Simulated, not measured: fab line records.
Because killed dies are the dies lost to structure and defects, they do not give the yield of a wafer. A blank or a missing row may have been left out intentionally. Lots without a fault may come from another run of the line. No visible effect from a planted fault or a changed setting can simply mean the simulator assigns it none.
Which tool did it? | flow gf180mcu | 11 lots, 33 wafers sampled, at 3 steps of a route of 602

== WHAT THE GAUGES SHOWED, per wafer ==
GF_HV_LDD_RS_MEAS_53: the measuring method here is four-point-probe.
lot  | measured     | on            | HV_LDD_RS (ohm/sq)
L441 | day 12 11:55 | film-metro-02 | 418.1 417.8 416.7
L443 | day 13 05:59 | film-metro-01 | 417.7 417.9 418.0
L448 | day 14 13:53 | film-metro-02 | 412.6 412.6 412.3
L449 | day 15 02:11 | film-metro-02 | 410.8 411.1 409.8
L454 | day 16 20:07 | film-metro-02 | 416.3 416.0 418.1
L455 | day 17 03:35 | film-metro-02 | 417.4 417.7 416.8
L457 | day 17 17:06 | film-metro-01 | 418.5 418.7 418.7
L458 | day 18 02:48 | film-metro-01 | 418.4 417.8 419.0
L459 | day 18 10:14 | film-metro-02 | 417.5 418.1 417.8
L461 | day 19 03:43 | film-metro-02 | 417.3 417.1 416.7
L464 | day 20 04:39 | film-metro-04 | 415.3 416.5 415.7

== WHAT TOOL EACH LOT RAN ON (gives the tool, then ch and the chambers of the sampled wafers, and finally the start) ==
lot  | GF_STI_STRIP_15                     | GF_HV_LDD_IMPLANT_35
L441 | plasma-asher-02 ch 0,1, day 2 02:40 | implanter-01 ch 0, day 11 16:21
L443 | plasma-asher-02 ch 0,1, day 2 15:40 | implanter-01 ch 0, day 12 09:16
L448 | plasma-asher-03 ch 0, day 3 13:19   | implanter-01 ch 0, day 13 16:20
L449 | plasma-asher-03 ch 0,1, day 3 19:04 | implanter-01 ch 0, day 14 05:13
L454 | plasma-asher-02 ch 0,1, day 4 19:49 | implanter-03 ch 0, day 15 20:38
L455 | plasma-asher-01 ch 0,1, day 5 01:59 | implanter-03 ch 0, day 16 04:36
L457 | plasma-asher-01 ch 0,1, day 5 12:59 | implanter-03 ch 0, day 16 17:43
L458 | plasma-asher-02 ch 0,1, day 5 18:34 | implanter-01 ch 0, day 17 03:04
L459 | plasma-asher-01 ch 0,1, day 5 22:04 | implanter-03 ch 0, day 17 10:49
L461 | plasma-asher-02 ch 0,1, day 6 08:57 | implanter-01 ch 0, day 18 02:54
L464 | plasma-asher-03 ch 0, day 7 00:22   | implanter-03 ch 0, day 19 03:22
- GF_STI_STRIP_15: strips in O2/N2.
- GF_HV_LDD_IMPLANT_35

== THE ANSWER, worked out from the rows above alone ==
Rule: what is usual is taken from the lots themselves. Put in order of their means at a reading, lots are off if they are a third of the lots or fewer, leave a main group of 4 or more, and stand apart from it by a gap of 3 or more times the standard deviation of the main group's means; of several such gaps the widest counts. If all means in a main group match to the digits the tables above print for the reading, that group is not used. Also off: a lot with no number at a reading for which 4 or more lots have one. The other lots that the step has rows for count as sound.
Off: L448, L449, seen at GF_HV_LDD_RS_MEAS_53 (HV_LDD_RS). Main group: mean 417.5 ohm/sq, sd 0.81.
If a tool, at a process step before that reading, ran all the lots that are off and no sound lot after the first of them, it fits. The gauges at GF_HV_LDD_RS_MEAS_53 are tried like those tools. None of those tried fits.

== WHAT THE SIMULATOR HAD PUT IN ==
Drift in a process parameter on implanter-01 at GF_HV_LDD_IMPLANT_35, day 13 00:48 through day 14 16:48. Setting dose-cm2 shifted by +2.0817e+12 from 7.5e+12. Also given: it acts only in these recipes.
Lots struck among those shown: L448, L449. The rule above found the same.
